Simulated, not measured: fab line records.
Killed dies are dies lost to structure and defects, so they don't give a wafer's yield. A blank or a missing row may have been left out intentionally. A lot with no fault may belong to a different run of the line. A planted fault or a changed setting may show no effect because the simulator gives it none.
Matching of chambers | flow gf180mcu | GF_V2_CMP_04 on cmp-02: 4 sister chambers
The step polishes SiO2. 8 wafers are shown with their chamber, then 7 later ones without.

## WAFERS PAIRED WITH THEIR CHAMBERS
wafer  | chamber | motor-current-A (A) | head-pressure-psi (psi)
L324.2 | 1       | 10.7                | 3.990
L325.2 | 1       | 10.7                | 3.992
L325.4 | 0       | 10.1                | 4.001
L326.1 | 2       | 12.4                | 4.003
L326.4 | 3       | 10.8                | 4.010
L326.5 | 0       | 10.2                | 4.009
L330.2 | 3       | 9.9                 | 4.000
L330.4 | 2       | 11.6                | 4.012

## WAFERS WITH NO CHAMBER GIVEN
wafer  | motor-current-A (A) | head-pressure-psi (psi)
L330.6 | 11.8                | 4.009
L339.1 | 10.2                | 4.002
L339.3 | 10.8                | 3.995
L339.6 | 11.5                | 3.985
L342.3 | 10.5                | 4.001
L342.4 | 12.0                | 4.003
L342.5 | 10.4                | 3.992

## EACH ONE'S CHAMBER
wafer  | from the rows above          | in truth
L330.6 | 2                            | 2
L339.1 | can't be placed: 0 or 3 or 1 | 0
L339.3 | can't be placed: 1 or 3 or 0 | 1
L339.6 | 1                            | 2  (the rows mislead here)
L342.3 | can't be placed: 3 or 0 or 1 | 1
L342.4 | 2                            | 2
L342.5 | can't be placed: 1 or 3 or 0 | 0
2 of 7 placed correctly. Not placeable from these rows: 4 (in 4, the candidates include the true chamber). Wrongly placed: 1.
How it was worked out, from the rows above alone: a wafer's distance from a chamber is the root of the sum, over the readings, of the square of ((its reading less the chamber's mean) divided by the reading's scatter). The wafer belongs to the nearest chamber; if the next one is less than 2 further off, it can't be placed. For every chamber, the mean is computed from those of its wafers that are shown. The scatter: the root of (the sum of the squares of (reading less its chamber's mean) over the shown wafers, divided by (wafers less chambers)).
